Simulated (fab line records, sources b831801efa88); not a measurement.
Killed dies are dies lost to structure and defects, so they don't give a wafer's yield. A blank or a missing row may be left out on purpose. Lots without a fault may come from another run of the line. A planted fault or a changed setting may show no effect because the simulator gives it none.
Which tool did it? | flow sky130 | 12 lots, 36 wafers sampled, at 5 steps of a route of 708

WHAT THE GAUGES READ, wafer by wafer
SKY_PWDE_OVL_MEAS_07. Usual: PWDE_OVL -0.5 nm, standard deviation 1.6.
lot  | measured    | on         | PWDE_OVL (nm)  | flag
L875 | day 3 22:17 | overlay-02 | 2.2 1.9 -0.8   |
L879 | day 5 01:23 | overlay-02 | -2.1 0.6 -0.4  |
L881 | day 5 11:42 | overlay-01 | 0.9 -0.8 1.1   |
L883 | day 5 16:28 | overlay-01 | -2.8 -2.6 -2.4 |
L884 | day 5 22:14 | overlay-01 | -0.8 -2.4 -0.8 |
L885 | day 6 07:10 | overlay-01 | -3.0 -0.4 -1.4 |
L889 | day 7 02:23 | overlay-01 | -1.8 -0.3 -3.4 |
L890 | day 7 05:45 | overlay-02 | -2.4 -2.5 0.0  |
L891 | day 7 11:47 | overlay-02 | 0.4 2.7 1.6    |
L892 | day 7 23:14 | overlay-02 | 2.6 -0.2 -0.1  |
L893 | day 8 06:29 | overlay-02 | 0.9 -0.3 -0.1  |
L898 | day 9 07:35 | overlay-01 | -1.0 0.6 0.3   |

SKY_VT_ADJUST_LVTN_TW_MEAS_21. Usual: VT_ADJUST_LVTN_2_TW 185.1, standard deviation 1.
lot  | measured     | on            | VT_ADJUST_LVTN_2_TW | flag
L875 | day 7 18:42  | film_metro-01 | 186.6 184.7 186.1   |
L879 | day 9 03:02  | film_metro-03 | 183.5 183.5 184.2   |
L881 | day 9 16:29  | film_metro-03 | 183.7 183.7 183.5   |
L883 | day 9 22:29  | film_metro-01 | 185.9 184.8 186.8   |
L884 | day 10 05:16 | film_metro-04 | 186.8 186.7 186.4   |
L885 | day 10 16:23 | film_metro-01 | 184.0 185.2 184.4   |
L889 | day 11 12:10 | film_metro-04 | 186.0 186.0 185.8   |
L890 | day 11 19:28 | film_metro-04 | 186.3 186.0 186.4   |
L891 | day 12 02:55 | film_metro-01 | 184.0 184.6 183.2   |
L892 | day 12 17:09 | film_metro-03 | 185.0 185.4 185.5   |
L893 | day 13 01:46 | film_metro-04 | 185.1 184.6 185.0   |
L898 | day 14 06:31 | film_metro-03 | 184.6 184.5 184.2   |

SKY_VT_ADJUST_PCH_OVL_MEAS_07. Usual: VT_ADJUST_PCH_OVL -0.8 nm, standard deviation 1.3.
lot  | measured     | on         | VT_ADJUST_PCH_OVL (nm) | flag
L875 | day 10 11:28 | overlay-02 | 0.0 0.4 -0.3           |
L879 | day 11 22:48 | overlay-02 | -2.3 0.3 0.5           |
L881 | day 12 13:21 | overlay-02 | -0.9 -1.6 -0.9         |
L883 | day 12 20:48 | overlay-02 | -3.0 -3.1 -1.3         |
L884 | day 13 04:08 | overlay-02 | 0.1 -2.0 -1.2          |
L885 | day 13 14:56 | overlay-02 | 0.3 -2.8 -0.9          |
L889 | day 14 12:26 | overlay-02 | 71.9 70.8 72.0         | OFF
L890 | day 14 20:33 | overlay-01 | 72.6 70.2 70.0         | OFF
L891 | day 15 05:11 | overlay-01 | 72.3 72.6 71.1         | OFF
L892 | day 15 19:53 | overlay-02 | -0.4 0.0 -2.2          |
L893 | day 16 07:06 | overlay-01 | 71.3 69.9 72.5         | OFF
L898 | day 17 17:48 | overlay-01 | -1.9 1.1 -2.0          |

WHICH TOOL RAN EACH LOT (tool, then ch and the chambers of the sampled wafers, then the start)
lot  | SKY_VT_ADJUST_LVTN_STRIP_20          | SKY_VT_ADJUST_PCH_EXPOSE_04
L875 | plasma_asher-03 ch 0,1, day 7 18:35  | iline_stepper-02 ch 0, day 10 00:22
L879 | plasma_asher-01 ch 0,1, day 9 02:56  | iline_stepper-02 ch 0, day 11 11:18
L881 | plasma_asher-03 ch 0,1, day 9 16:23  | iline_stepper-01 ch 0, day 12 01:51
L883 | plasma_asher-02 ch 0,1, day 9 22:22  | iline_stepper-01 ch 0, day 12 08:25
L884 | plasma_asher-03 ch 0,1, day 10 05:10 | iline_stepper-01 ch 0, day 12 16:14
L885 | plasma_asher-03 ch 0,1, day 10 16:18 | iline_stepper-01 ch 0, day 13 03:13
L889 | plasma_asher-02 ch 0,1, day 11 12:04 | iline_stepper-01 ch 0, day 14 00:35
L890 | plasma_asher-01 ch 0,1, day 11 19:22 | iline_stepper-01 ch 0, day 14 08:09
L891 | plasma_asher-03 ch 0,1, day 12 02:49 | iline_stepper-01 ch 0, day 14 16:38
L892 | plasma_asher-01 ch 0, day 12 17:02   | iline_stepper-02 ch 0, day 15 06:43
L893 | plasma_asher-02 ch 0,1, day 13 01:40 | iline_stepper-01 ch 0, day 15 17:07
L898 | plasma_asher-03 ch 0,1, day 14 06:25 | iline_stepper-02 ch 0, day 17 03:16
- SKY_VT_ADJUST_LVTN_STRIP_20: strips in O2/N2.
- SKY_VT_ADJUST_PCH_EXPOSE_04: exposes mask NWM, target cd 840 nm.

WHAT THE TOOLS THEMSELVES READ (means of the sampled wafers that have a number; where no wafer has one, the mark that the record gives instead)
SKY_VT_ADJUST_LVTN_STRIP_20. Usual: drypump_motor_current_A 5.4 A, standard deviation 0.44; oes_product_au 0.716 a.u., standard deviation 0.0045; strip_time_to_endpoint_s 14.20 s, standard deviation 0.039.
lot  | tool            | drypump_motor_current_A (A) | oes_product_au (a.u.) | strip_time_to_endpoint_s (s) | flag
L875 | plasma_asher-03 | 5.1                         | 0.716                 | 14.23                        |
L879 | plasma_asher-01 | 5.5                         | 0.714                 | 14.14                        |
L881 | plasma_asher-03 | 5.1                         | 0.713                 | 14.19                        |
L883 | plasma_asher-02 | 5.5                         | 0.720                 | 14.22                        |
L884 | plasma_asher-03 | 5.1                         | 0.712                 | 14.24                        |
L885 | plasma_asher-03 | 5.5                         | 0.714                 | 14.19                        |
L889 | plasma_asher-02 | 5.5                         | 0.716                 | 14.21                        |
L890 | plasma_asher-01 | 5.5                         | 0.716                 | 14.21                        |
L891 | plasma_asher-03 | 5.5                         | 0.719                 | 14.20                        |
L892 | plasma_asher-01 | 6.0                         | 0.715                 | 14.25                        |
L893 | plasma_asher-02 | 5.4                         | 0.717                 | 14.23                        |
L898 | plasma_asher-03 | 5.5                         | 0.719                 | 14.21                        |

SKY_VT_ADJUST_PCH_EXPOSE_04. Usual: stage_vel_mm_s 499.97 mm/s, standard deviation 0.25.
lot  | tool             | stage_vel_mm_s (mm/s) | flag
L875 | iline_stepper-02 | 500.08                |
L879 | iline_stepper-02 | 500.22                |
L881 | iline_stepper-01 | 500.01                |
L883 | iline_stepper-01 | 500.08                |
L884 | iline_stepper-01 | 500.25                |
L885 | iline_stepper-01 | 500.06                |
L889 | iline_stepper-01 | 499.77                |
L890 | iline_stepper-01 | 500.11                |
L891 | iline_stepper-01 | 499.72                |
L892 | iline_stepper-02 | 499.69                |
L893 | iline_stepper-01 | 499.90                |
L898 | iline_stepper-02 | 499.79                |

THE ANSWER, worked out from the rows above alone
Rule: a lot is off if the mean of its wafers that have a number lies more than 3 standard deviations from the usual mean. A lot without any number at a reading at which 4 lots or more have one is off too. The other lots that the step has rows for count as sound. The gauges are gone through in route order, then the tools' own readings, and for those a lot's mean is taken as printed above. The first step at which some lot is off is used, and at that step the reading that is off furthest; a lot without a number counts as furthest.
Off: L889, L890, L891, L893, at SKY_VT_ADJUST_PCH_OVL_MEAS_07 (VT_ADJUST_PCH_OVL).
A tool fits if, at a process step before that reading, it ran every lot that is off, and no sound lot after the first of them. The gauges at SKY_VT_ADJUST_PCH_OVL_MEAS_07 are tried like those tools. One fits: iline_stepper-01 at SKY_VT_ADJUST_PCH_EXPOSE_04. Its last sound lot is L885 (day 13 03:13), its first lot that is off L889 (day 14 00:35): a fault that began between those two fits.

WHAT THE SIMULATOR HAD PUT IN
Scanner matching overlay: iline_stepper-01, from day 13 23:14 on, at SKY_VT_ADJUST_PCH_EXPOSE_04. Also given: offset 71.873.
Lots struck among those shown: L889, L890, L891, L893. The rule above found the same.
